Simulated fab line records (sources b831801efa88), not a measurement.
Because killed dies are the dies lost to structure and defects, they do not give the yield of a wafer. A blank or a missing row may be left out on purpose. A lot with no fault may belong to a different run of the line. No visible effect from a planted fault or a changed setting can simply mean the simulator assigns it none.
Struck lot and sound lot, side by side	flow sky130	17 out of 708 route steps
Sound: the wafers L773.1, L773.3, L773.5. The struck wafers were L778.1, L778.4, L778.5. The cause is named last.
Per side, at each step with rows, come the tool, then ch with its chambers, and then its first start. Under that, the readings that differ: sound wafers	struck wafers	difference of the means	sigmas: that difference in standard deviations of wafers without a fault.
alike: words and numbers the same on both sides, and readings whose means are apart by under 2 such deviations; not compared: readings that were withheld, readings missing a value for some wafer, numbers with overlapping values and no deviation given by the record, and bounds like >300 which may hide the same value.
A row with sigmas, a row that says differs or no value, or rows on one side alone: a step with any of these is where the two part. Non-overlapping numbers with no deviation appear without sigmas and do not part them. A reading missing from all wafers of one side parts the sides only when that side holds two or more wafers.

first, 1 step without rows for these wafers: SKY_VT_ADJUST_NCORE_IMPLANT_09.
SKY_VT_ADJUST_NCORE_STRIP_10: strips in O2/N2.
  sound on plasma-asher-03 ch 0,1, day 10 16:38; struck on plasma-asher-03 ch 0,1, day 11 13:47
  alike: drypump-motor-current-A, o2-flow-sccm, oes-product-au, strip-time-to-endpoint-s
  not compared: rf-hours-counter-h
SKY_VT_ADJUST_NCORE_TW_MEAS_11:
  struck on film-metro-02, day 11 13:53; sound on film-metro-04, day 10 16:44
reading	sound	struck	difference	sigmas
VT_ADJUST_NCORE_TW	220.9 222.2 221.8	217.2 217.2 216.3	-4.7	-3
then, 7 steps without rows for these wafers: SKY_VT_ADJUST_HVTR_DEHYDRATE_00 (time 60 s); SKY_VT_ADJUST_HVTR_HMDS_01 (prime time 60 s); SKY_VT_ADJUST_HVTR_COAT_02 (resist thk 1140 nm); SKY_VT_ADJUST_HVTR_SOFTBAKE_03 (time 60 s); SKY_VT_ADJUST_HVTR_EXPOSE_04 (exposes mask HVTRM, target cd 380 nm); SKY_VT_ADJUST_HVTR_PEB_05; SKY_VT_ADJUST_HVTR_DEVELOP_06 (develop time 60 s).
SKY_VT_ADJUST_HVTR_CD_MEAS_07: the cd target is 380 nm.
  struck on cd-sem-02, day 12 15:40; sound on cd-sem-02, day 11 15:44
  alike: cd-nm
SKY_VT_ADJUST_HVTR_OVL_MEAS_08:
  struck on overlay-01, day 12 15:47; sound on overlay-02, day 11 15:52
  alike: VT_ADJUST_HVTR_OVL
SKY_VT_ADJUST_HVTR_IMPLANT_09:
  sound on implanter-03 ch 0, day 11 15:53; struck on implanter-02 ch 0, day 12 15:50
reading	sound	struck	difference	sigmas
dose-ions-cm2	2.1003e+12 2.1052e+12 2.099e+12	1.3833e+12 1.3813e+12 1.3822e+12	-7.1923e+11	-99 or more
faraday-current-uA	11.70 12.00 11.79	7.78 7.71 7.85	-4.05	-18
SKY_VT_ADJUST_HVTR_STRIP_10: strips in O2/N2.
  sound on plasma-asher-02 ch 0,1, day 11 16:02; struck on plasma-asher-02 ch 0,1, day 12 15:59
reading	sound	struck	difference	sigmas
o2-flow-sccm (sccm)	3012 3012 3020	2990 2997 3000	-19	-2
  alike: drypump-motor-current-A, oes-product-au, strip-time-to-endpoint-s
  not compared: rf-hours-counter-h
SKY_VT_ADJUST_HVTR_TW_MEAS_11:
  struck on film-metro-03, day 12 16:05; sound on film-metro-03, day 11 16:08
reading	sound	struck	difference	sigmas
VT_ADJUST_HVTR_TW	208.9 209.7 209.2	188.1 186.9 186.9	-22.0	-17
then, 2 steps without rows for these wafers: SKY_VT_ADJUST_PCH_DEHYDRATE_00 (time 60 s); SKY_PAD_OPEN_PROBE_99.

== WHERE THEY PART ==
At SKY_VT_ADJUST_NCORE_TW_MEAS_11 first; at SKY_VT_ADJUST_HVTR_TW_MEAS_11 last (within this record only).

WHY: the cause the simulator had injected
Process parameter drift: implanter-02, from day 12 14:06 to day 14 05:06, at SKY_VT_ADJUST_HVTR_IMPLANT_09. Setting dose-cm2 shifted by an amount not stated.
